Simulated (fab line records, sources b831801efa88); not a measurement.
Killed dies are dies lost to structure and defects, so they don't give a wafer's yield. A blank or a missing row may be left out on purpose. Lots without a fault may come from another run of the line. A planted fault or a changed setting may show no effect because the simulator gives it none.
fab line records | flow gf180mcu | part 1 of 2: steps 1 to 43 of 44
record lots=7 wafers=21 last_day=34
route steps=602 shown DNWELL@39 NWELL@42 LVPWELL@54 MVSD@66 MVPSD@78 PASSIVATION@602
lots that met no fault: from a run of the same line without faults
start_h: hours from the record's first day to the start of the lot's first wafer shown | wait_h: hours since the lot's step before | " the same as in the row above | L1.1+2: a row that stands for several wafers | - no value, or no start given | * or withheld: withheld | < > ~ a bound
route shown NAME@n: a module of which the file shows steps, and the number in the route of the first | usual: mean/standard deviation of fault-free wafers | same: alike in all rows | chamber/n: place in a boat | sites: the reading at each site | _std_site: their standard deviation | _edge_site: outer sites' mean less inner sites' | radius_mm: how far each site lies from the wafer's centre | mask NAME#n: copy n | behind: the tool/chamber that last shaped the wafer | hold: why the lot was held/for how many hours/how that ended | device: the transistor (n, p or np) that didn't switch | end of line: the same wafers' tests at the end of the route | a step without rows: its recipe alone | killed: dies lost to structure and defects at the first sort, not the wafer's yield | map: a wafer's dies, x killed, . not, _ none there
set.NAME: the setting as run; set.NAME@STEP: as run at that earlier step | model.NAME: the simulator's own value behind a step, which no gauge read
lots at some steps of the route; a table a step, a row a wafer
services: from which hour (start_h, from the record's first day; less than 0 if before it) a tool's chamber was out of use, for how many hours, and why
## steps
# step GF_DNWELL_IMPLANT_07
# recipe species=P energy_kev=1500 dose_cm2=1e+13 tilt_deg=0
# step GF_DNWELL_STRIP_08
# recipe chemistry=O2/N2 power_w=1400 pressure_mtorr=1500 platen_temp_c=250 o2_flow_sccm=3000 n2_flow_sccm=300 overash_fraction=0.5
# usual chamber_pressure_mTorr=1500.0/1.4 drypump_motor_current_A=5.8/0.49 heater_power_w=339/37 oes_product_au=0.722/0.0045 strip_time_to_endpoint_s=36.94/0.12
# columns lot.wafer tool chamber start_h wait_h chamber_pressure_mTorr drypump_motor_current_A heater_power_w oes_product_au rf_hours_counter_h strip_time_to_endpoint_s
L107.2 plasma_asher-01 1 55.84 0.1 1502.6 5.7 334 0.722 37 36.93
L107.4 " 1 " " 1501.1 5.7 335 0.724 - 36.94
L107.6 " 0 " " 1500.2 5.1 395 0.721 - 36.96
L108.1 plasma_asher-04 0 61.69 0.1 1498.2 5.9 313 0.711 27 36.82
L108.4 " 0 " " 1501.0 5.9 318 0.720 - 36.91
L108.6 " 0 " " 1499.6 5.8 323 0.725 - 36.93
L109.2 plasma_asher-04 1 64.19 0.1 1497.0 6.6 287 0.727 27 36.76
L109.4 " 1 " " 1499.6 6.6 295 0.722 - 36.77
L109.6 " 1 " " 1499.9 6.6 284 0.719 - 36.90
L111.3 plasma_asher-03 0 77.27 0.1 1499.7 6.1 364 0.718 - 36.97
L111.4 " 1 " " 1501.8 5.5 338 0.725 - 36.88
L111.6 " 0 " " 1499.6 6.1 388 0.725 - 36.92
L121.2 plasma_asher-01 0 127.71 0.1 1499.3 5.1 395 0.716 45 37.03
L121.3 " 1 " " 1500.0 5.7 337 0.723 - 37.03
L121.5 " 1 " " 1500.8 5.7 336 0.730 - 37.00
L124.3 plasma_asher-04 1 143.12 0.1 1500.0 6.6 290 0.727 - 36.95
L124.4 " 0 " " 1499.9 5.8 323 0.729 - 36.95
L124.6 " 1 " " 1503.1 6.6 293 0.718 - 36.90
L128.1 plasma_asher-01 0 164.26 0.1 1499.2 5.1 408 0.717 48 36.83
L128.3 " 1 " " 1497.8 5.7 329 0.721 - 36.82
L128.6 " 0 " " 1502.0 5.1 396 0.731 - 36.84
# step GF_DNWELL_TW_MEAS_09
# usual DNWELL_TW=1363/9.2
# columns lot.wafer tool chamber start_h wait_h DNWELL_TW
L107.2 film_metro-01 - 55.95 0.1 1372
L107.4 " - " " 1362
L107.6 " - " " 1372
L108.1 film_metro-01 - 61.79 0.1 1362
L108.4 " - " " 1371
L108.6 " - " " 1367
L109.2 film_metro-04 - 64.30 0.1 1374
L109.4 " - " " 1371
L109.6 " - " " 1374
L111.3 film_metro-03 - 77.36 0.1 1360
L111.4 " - " " 1359
L111.6 " - " " 1358
L121.2 film_metro-04 - 127.82 0.1 1371
L121.3 " - " " 1364
L121.5 " - " " 1370
L124.3 film_metro-01 - 143.21 0.1 1366
L124.4 " - " " 1370
L124.6 " - " " 1371
L128.1 film_metro-03 - 164.36 0.1 1360
L128.3 " - " " 1353
L128.6 " - " " 1346
# step GF_NWELL_DEHYDRATE_00
# recipe temp_c=200 time_s=60
# step GF_NWELL_HMDS_01
# recipe prime_time_s=60 prime_temp_c=120
# step GF_NWELL_COAT_02
# recipe spin_rpm=2000 resist_thk_nm=3000
# step GF_NWELL_SOFTBAKE_03
# recipe temp_c=110 time_s=withheld
# step GF_NWELL_EXPOSE_04
# recipe mask_id=Nwell target_cd_nm=860 na=0.6 source_shape=conventional sigma_outer=0.6 dose_mj=260
# step GF_NWELL_PEB_05
# recipe temp_c=115 time_s=withheld
# step GF_NWELL_DEVELOP_06
# recipe wall_angle_deg=90 develop_time_s=60 dev_temp_c=23
# step GF_NWELL_OVL_MEAS_07
# usual NWELL_OVL=0.9/1.3
# columns lot.wafer tool chamber start_h wait_h NWELL_OVL[nm]
L107.2 overlay-02 - 69.00 - 1.9
L107.4 " - " " 1.0
L107.6 " - " " 0.7
L108.1 overlay-01 - 74.74 - 0.3
L108.4 " - " " -0.6
L108.6 " - " " 0.4
L109.2 overlay-02 - 77.81 - 1.9
L109.4 " - " " 0.4
L109.6 " - " " 2.2
L111.3 overlay-02 - 90.95 - 1.2
L111.4 " - " " 1.4
L111.6 " - " " -0.3
L121.2 overlay-02 - 142.75 - 1.5
L121.3 " - " " 3.2
L121.5 " - " " 1.6
L124.3 overlay-02 - 158.90 - 1.1
L124.4 " - " " 0.3
L124.6 " - " " 2.3
L128.1 overlay-02 - 180.49 - 0.4
L128.3 " - " " 0.9
L128.6 " - " " 0.5
# step GF_NWELL_IMPLANT_08
# recipe species=P energy_kev=436.9 dose_cm2=1.5e+13 tilt_deg=0
# step GF_NWELL_IMPLANT_09
# recipe species=P energy_kev=160 dose_cm2=4e+12 tilt_deg=0
# usual beam_energy_keV=160.00/0.05
# same implant_ion_amu=31
# columns lot.wafer tool chamber start_h wait_h beam_energy_keV
L107.2 implanter-02 0 69.20 0.1 159.96
L107.4 " 0 " " 160.00
L107.6 " 0 " " 160.01
L107.2 implanter-02 0 69.57 0.3 159.95
L107.4 " 0 " " 160.04
L107.6 " 0 " " 160.02
L108.1 implanter-03 0 74.93 0.1 160.01
L108.4 " 0 " " 160.00
L108.6 " 0 " " 159.92
L108.1 implanter-03 0 75.24 0.3 159.97
L108.4 " 0 " " 159.99
L108.6 " 0 " " 159.99
L109.2 implanter-03 0 78.02 0.1 159.96
L109.4 " 0 " " 160.06
L109.6 " 0 " " 159.96
L111.3 implanter-03 0 91.18 0.1 159.99
L111.4 " 0 " " 159.91
L111.6 " 0 " " 159.97
L111.3 implanter-03 0 91.49 0.3 160.01
L111.4 " 0 " " 160.00
L111.6 " 0 " " 160.09
L121.2 implanter-04 0 142.95 0.1 159.94
L121.3 " 0 " " 159.90
L121.5 " 0 " " 159.99
L124.3 implanter-03 0 159.13 0.1 159.99
L124.4 " 0 " " 160.02
L124.6 " 0 " " 160.06
L128.1 implanter-03 0 180.68 0.1 160.02
L128.3 " 0 " " 160.00
L128.6 " 0 " " 160.03
# step GF_NWELL_STRIP_10
# recipe chemistry=O2/N2 power_w=1400 pressure_mtorr=1500 platen_temp_c=250 o2_flow_sccm=3000 n2_flow_sccm=300 overash_fraction=0.5
# usual chamber_pressure_mTorr=1500.0/1.3 drypump_motor_current_A=5.7/0.43 heater_power_w=346/22 oes_product_au=0.722/0.0045 strip_time_to_endpoint_s=36.96/0.12
# columns lot.wafer tool chamber start_h wait_h chamber_pressure_mTorr drypump_motor_current_A heater_power_w oes_product_au rf_hours_counter_h strip_time_to_endpoint_s
L107.2 plasma_asher-02 0 69.88 0.3 1499.5 6.2 343 0.728 41 37.10
L107.4 " 0 " " 1500.3 6.2 348 0.723 - 37.14
L107.6 " 1 " " 1498.5 5.2 322 0.713 - 37.00
L108.1 plasma_asher-02 0 75.39 0.1 1503.3 6.2 347 0.713 42 36.79
L108.4 " 1 " " 1499.7 5.2 321 0.721 - 36.89
L108.6 " 1 " " 1500.1 5.2 331 0.720 - 36.86
L109.2 plasma_asher-02 1 78.14 0.1 1499.6 5.2 334 0.727 42 36.87
L109.4 " 1 " " 1502.4 5.2 334 0.724 - 36.93
L109.6 " 0 " " 1499.3 6.2 347 0.713 - 36.91
L111.3 plasma_asher-03 0 91.63 0.1 1500.8 6.1 370 0.723 - 36.92
L111.4 " 1 " " 1500.5 5.5 348 0.723 - 36.85
L111.6 " 0 " " 1498.5 6.1 370 0.729 - 36.89
L121.2 plasma_asher-03 0 143.08 0.1 1498.8 6.1 377 0.722 52 37.05
L121.3 " 0 " " 1496.9 6.1 374 0.723 - 37.02
L121.5 " 0 " " 1500.5 6.1 376 0.723 - 37.04
L124.3 plasma_asher-01 1 159.26 0.1 1500.4 5.7 330 0.721 - 36.99
L124.4 " 0 " " 1502.0 5.1 387 0.726 - 36.96
L124.6 " 1 " " 1500.1 5.7 337 0.721 - 36.89
L128.1 plasma_asher-03 1 180.83 0.1 1501.4 5.5 353 0.720 57 37.09
L128.3 " 1 " " 1499.5 5.5 338 0.720 - 37.01
L128.6 " 0 " " 1500.1 6.1 372 0.730 - 37.06
# step GF_NWELL_TW_MEAS_11
# usual NWELL_TW=1580/12
# columns lot.wafer tool chamber start_h wait_h NWELL_TW
L107.2 film_metro-03 - 70.08 0.2 1651
L107.4 " - " " 1648
L107.6 " - " " 1645
L108.1 film_metro-04 - 75.49 0.1 1668
L108.4 " - " " 1665
L108.6 " - " " 1669
L109.2 film_metro-02 - 78.25 0.1 1575
L109.4 " - " " 1574
L109.6 " - " " 1567
L111.3 film_metro-04 - 91.71 0.1 1675
L111.4 " - " " 1659
L111.6 " - " " 1663
L121.2 film_metro-03 - 143.19 0.1 1574
L121.3 " - " " 1572
L121.5 " - " " 1576
L124.3 film_metro-04 - 159.35 0.1 1585
L124.4 " - " " 1584
L124.6 " - " " 1585
L128.1 film_metro-03 - 180.93 0.1 1569
L128.3 " - " " 1566
L128.6 " - " " 1556
# step GF_LVPWELL_DEHYDRATE_00
# recipe temp_c=200 time_s=60
# step GF_LVPWELL_HMDS_01
# recipe prime_time_s=60 prime_temp_c=120
# step GF_LVPWELL_COAT_02
# recipe spin_rpm=2000 resist_thk_nm=3000
# step GF_LVPWELL_SOFTBAKE_03
# recipe temp_c=110 time_s=withheld
# step GF_LVPWELL_EXPOSE_04
# recipe mask_id=LVPWELL target_cd_nm=600 na=0.6 source_shape=conventional sigma_outer=0.6 dose_mj=260
# step GF_LVPWELL_PEB_05
# recipe temp_c=115 time_s=withheld
# step GF_LVPWELL_DEVELOP_06
# recipe wall_angle_deg=90 develop_time_s=60 dev_temp_c=23
# step GF_LVPWELL_OVL_MEAS_07
# usual LVPWELL_OVL=-0.7/1.4
# columns lot.wafer tool chamber start_h wait_h LVPWELL_OVL[nm]
L107.2 overlay-02 - 82.99 - 1.2
L107.4 " - " " -0.3
L107.6 " - " " 0.1
L108.1 overlay-02 - 88.04 - -0.6
L108.4 " - " " -1.9
L108.6 " - " " -1.6
L109.2 overlay-02 - 91.60 - -1.3
L109.4 " - " " -1.9
L109.6 " - " " -1.4
L111.3 overlay-02 - 105.20 - -0.6
L111.4 " - " " -1.1
L111.6 " - " " -1.4
L121.2 overlay-01 - 158.90 - 0.3
L121.3 " - " " 0.1
L121.5 " - " " 0.7
L124.3 overlay-02 - 175.65 - 0.8
L124.4 " - " " 0.0
L124.6 " - " " 1.0
L128.1 overlay-02 - 197.74 - -1.6
L128.3 " - " " -1.6
L128.6 " - " " -3.0
# step GF_LVPWELL_IMPLANT_08
# recipe species=B energy_kev=170 dose_cm2=1.5e+13 tilt_deg=0
# step GF_LVPWELL_IMPLANT_09
# recipe species=B energy_kev=60 dose_cm2=5e+12 tilt_deg=0
# step GF_LVPWELL_STRIP_10
# recipe chemistry=O2/N2 power_w=1400 pressure_mtorr=1500 platen_temp_c=250 o2_flow_sccm=3000 n2_flow_sccm=300 overash_fraction=0.5
# usual chamber_pressure_mTorr=1500.0/1.4 drypump_motor_current_A=5.7/0.5 heater_power_w=341/34 oes_product_au=0.723/0.0044 strip_time_to_endpoint_s=36.96/0.096
# columns lot.wafer tool chamber start_h wait_h chamber_pressure_mTorr drypump_motor_current_A heater_power_w oes_product_au rf_hours_counter_h strip_time_to_endpoint_s
L107.2 plasma_asher-04 0 83.32 0.1 1499.5 5.9 308 0.721 29 36.85
L107.4 " 0 " " 1498.6 5.9 326 0.724 - 36.98
L107.6 " 1 " " 1499.6 6.6 287 0.712 - 36.84
L108.1 plasma_asher-01 1 88.37 0.1 1498.9 5.7 324 0.727 41 37.15
L108.4 " 0 " " 1497.5 5.1 395 0.718 - 37.15
L108.6 " 1 " " 1500.9 5.7 326 0.729 - 37.07
L109.2 plasma_asher-04 1 91.93 0.1 1497.9 6.6 294 0.718 30 36.89
L109.4 " 1 " " 1500.5 6.6 299 0.723 - 36.92
L109.6 " 0 " " 1501.7 5.9 310 0.723 - 36.88
L111.3 plasma_asher-04 1 105.56 0.1 1499.0 6.6 294 0.719 - 36.97
L111.4 " 0 " " 1500.2 5.9 321 0.721 - 36.95
L111.6 " 1 " " 1499.8 6.6 290 0.722 - 36.87
L121.2 plasma_asher-02 1 159.27 0.1 1501.6 5.2 334 0.724 5 36.81
L121.3 " 1 " " 1498.0 5.2 324 0.720 - 36.94
L121.5 " 1 " " 1498.9 5.2 321 0.716 - 36.91
L124.3 plasma_asher-01 1 176.01 0.1 1499.7 5.7 333 0.723 - 36.91
L124.4 " 0 " " 1496.9 5.1 405 0.731 - 36.87
L124.6 " 1 " " 1500.6 5.7 325 0.717 - 36.90
L128.1 plasma_asher-01 1 198.08 0.1 1499.3 5.7 321 0.724 53 36.85
L128.3 " 0 " " 1500.9 5.1 399 0.727 - 37.00
L128.6 " 0 " " 1498.8 5.1 396 0.729 - 36.94
# step GF_LVPWELL_TW_MEAS_11
# usual LVPWELL_TW=563/3.4
# columns lot.wafer tool chamber start_h wait_h LVPWELL_TW
L107.2 film_metro-03 - 83.43 0.1 561
L107.4 " - " " 563
L107.6 " - " " 564
L108.1 film_metro-02 - 88.47 0.1 564
L108.4 " - " " 564
L108.6 " - " " 562
L109.2 film_metro-03 - 92.04 0.1 561
L109.4 " - " " 560
L109.6 " - " " 565
L111.3 film_metro-03 - 105.65 0.1 556
L111.4 " - " " 559
L111.6 " - " " 559
L121.2 film_metro-03 - 159.38 0.1 558
L121.3 " - " " 559
L121.5 " - " " 558
L124.3 film_metro-04 - 176.10 0.1 569
L124.4 " - " " 565
L124.6 " - " " 569
L128.1 film_metro-04 - 198.18 0.1 568
L128.3 " - " " 564
L128.6 " - " " 565
# step GF_MVSD_DEHYDRATE_00
# recipe temp_c=200 time_s=60
# step GF_MVSD_HMDS_01
# recipe prime_time_s=60 prime_temp_c=120
# step GF_MVSD_COAT_02
# recipe spin_rpm=2000 resist_thk_nm=3000
# step GF_MVSD_SOFTBAKE_03
# recipe temp_c=110 time_s=withheld
# step GF_MVSD_EXPOSE_04
# recipe mask_id=MVSD target_cd_nm=1000 na=0.6 source_shape=conventional sigma_outer=0.6 dose_mj=260
# step GF_MVSD_PEB_05
# recipe temp_c=115 time_s=withheld
# step GF_MVSD_DEVELOP_06
# recipe wall_angle_deg=90 develop_time_s=60 dev_temp_c=23
# step GF_MVSD_OVL_MEAS_07
# usual MVSD_OVL=0.6/1.2
# columns lot.wafer tool chamber start_h wait_h MVSD_OVL[nm]
L107.2 overlay-02 - 97.36 - 0.5
L107.4 " - " " 0.7
L107.6 " - " " 0.6
L108.1 overlay-02 - 102.54 - 0.5
L108.4 " - " " 1.2
L108.6 " - " " 1.0
L109.2 overlay-01 - 106.26 - 0.3
L109.4 " - " " -1.3
L109.6 " - " " 1.3
L111.3 overlay-01 - 120.70 - -1.1
L111.4 " - " " 1.7
L111.6 " - " " 2.1
L121.2 overlay-02 - 175.79 - 0.8
L121.3 " - " " 1.9
L121.5 " - " " 1.2
L124.3 overlay-02 - 193.30 - 0.2
L124.4 " - " " 0.1
L124.6 " - " " -0.5
L128.1 overlay-02 - 214.95 - 1.8
L128.3 " - " " -0.1
L128.6 " - " " 0.3
# step GF_MVSD_IMPLANT_08
# recipe species=P energy_kev=400 dose_cm2=1.6e+13 tilt_deg=0
# step GF_MVSD_IMPLANT_09
# recipe species=P energy_kev=100 dose_cm2=5e+12 tilt_deg=0
# step GF_MVSD_STRIP_10
# recipe chemistry=O2/N2 power_w=1400 pressure_mtorr=1500 platen_temp_c=250 o2_flow_sccm=3000 n2_flow_sccm=300 overash_fraction=0.5
# usual chamber_pressure_mTorr=1499.9/1.3 drypump_motor_current_A=5.9/0.46 heater_power_w=334/22 oes_product_au=0.722/0.0051 strip_time_to_endpoint_s=36.97/0.094
# columns lot.wafer tool chamber start_h wait_h chamber_pressure_mTorr drypump_motor_current_A heater_power_w oes_product_au rf_hours_counter_h strip_time_to_endpoint_s
L107.2 plasma_asher-02 1 97.69 0.1 1499.5 5.3 330 0.722 44 36.83
L107.4 " 0 " " 1498.9 6.2 347 0.714 - 36.85
L107.6 " 1 " " 1501.8 5.2 330 0.720 - 36.80
L108.1 plasma_asher-02 0 102.87 0.1 1501.3 6.2 345 0.722 44 36.89
L108.4 " 1 " " 1498.4 5.2 337 0.727 - 36.83
L108.6 " 1 " " 1499.6 5.2 331 0.723 - 36.78
L109.2 plasma_asher-04 1 106.59 0.1 1497.0 6.6 291 0.724 31 37.13
L109.4 " 1 " " 1500.2 6.6 293 0.728 - 37.18
L109.6 " 1 " " 1499.1 6.6 301 0.721 - 37.01
L111.3 plasma_asher-03 0 121.06 0.1 1501.8 6.1 378 0.721 - 36.91
L111.4 " 1 " " 1501.0 5.5 337 0.716 - 36.94
L111.6 " 0 " " 1498.7 6.1 370 0.729 - 36.91
L121.2 plasma_asher-03 0 176.12 0.1 1500.2 6.1 364 0.731 56 36.87
L121.3 " 0 " " 1498.4 6.1 368 0.726 - 36.92
L121.5 " 1 " " 1499.0 5.5 348 0.722 - 36.99
L124.3 plasma_asher-02 1 193.66 0.1 1501.7 5.3 313 0.714 - 36.97
L124.4 " 0 " " 1499.9 6.2 341 0.715 - 37.10
L124.6 " 1 " " 1500.3 5.2 317 0.718 - 36.98
L128.1 plasma_asher-04 0 215.29 0.1 1497.1 5.8 320 0.724 39 36.97
L128.3 " 0 " " 1497.5 5.8 321 0.718 - 36.95
L128.6 " 0 " " 1499.9 5.8 326 0.720 - 36.96
# step GF_MVSD_TW_MEAS_11
# usual MVSD_TW=1589/12
# columns lot.wafer tool chamber start_h wait_h MVSD_TW
L107.2 film_metro-03 - 97.80 0.1 1580
L107.4 " - " " 1576
L107.6 " - " " 1577
L108.1 film_metro-02 - 102.97 0.1 1574
L108.4 " - " " 1582
L108.6 " - " " 1582
L109.2 film_metro-04 - 106.70 0.1 1599
L109.4 " - " " 1596
L109.6 " - " " 1595
L111.3 film_metro-04 - 121.14 0.1 1602
L111.4 " - " " 1610
L111.6 " - " " 1611
L121.2 film_metro-02 - 176.23 0.1 1577
L121.3 " - " " 1576
L121.5 " - " " 1575
L124.3 film_metro-03 - 193.74 0.1 1583
L124.4 " - " " 1584
L124.6 " - " " 1584
L128.1 film_metro-03 - 215.39 0.1 1586
L128.3 " - " " 1575
L128.6 " - " " 1594
# step GF_MVPSD_DEHYDRATE_00
# recipe temp_c=200 time_s=60
# step GF_MVPSD_HMDS_01
# recipe prime_time_s=60 prime_temp_c=120
# step GF_MVPSD_COAT_02
# recipe spin_rpm=2000 resist_thk_nm=3000
# step GF_VT_IMPLANT_RS_MEAS_47
# recipe thk_meas_gauge=four-point-probe
# usual NWELL_RS=490.1/1.2
# columns lot.wafer tool chamber start_h wait_h NWELL_RS[ohm/sq]
L107.2 film_metro-04 - 175.33 0.1 430.9
L107.4 " - " " 431.4
L107.6 " - " " 431.2
L108.1 film_metro-04 - 180.92 0.1 432.4
L108.4 " - " " 432.2
L108.6 " - " " 433.4
L109.2 film_metro-02 - 184.80 0.1 491.5
L109.4 " - " " 493.0
L109.6 " - " " 493.0
L111.3 film_metro-02 - 202.05 0.1 430.1
L111.4 " - " " 431.4
L111.6 " - " " 431.9
L121.2 film_metro-02 - 266.89 0.1 490.1
L121.3 " - " " 490.4
L121.5 " - " " 490.8
L124.3 film_metro-02 - 287.29 0.1 488.3
L124.4 " - " " 489.7
L124.6 " - " " 489.2
L128.1 film_metro-04 - 312.57 0.1 489.0
L128.3 " - " " 492.1
L128.6 " - " " 492.0
## key
first_sign step=GF_NWELL_IMPLANT_09 reading=visit direction=added
effect step=GF_NWELL_TW_MEAS_11 reading=NWELL_TW direction=up sigmas=6.8 usual=1580 struck=1660
effect step=GF_VT_IMPLANT_RS_MEAS_47 reading=NWELL_RS direction=down sigmas=49 usual=490.1 struck=431.7
model_effect step=GF_PASSIVATION_PROBE_99 value=etest.pldd_6p0.line_ohm_um without=6563 struck=7256
met_at GF_NWELL_IMPLANT_09
struck_wafers L107.2,L107.4,L107.6,L108.1,L108.4,L108.6,L111.3,L111.4,L111.6
tester_left_out L107,L108,L111
fault kind=repeated_step_whole tool=implanter-02,implanter-03,implanter-04 chamber=- onset_h=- steps=GF_NWELL_IMPLANT_09 times=1 scope=struck_lots_only
# tester_left_out: of these lots the tester's yield and bins aren't shown, on N5 and GAA mostly nor the transistor test; their killed dies are dies lost to structure and defects alone, not to doping, threshold or leakage, so they don't give the yield
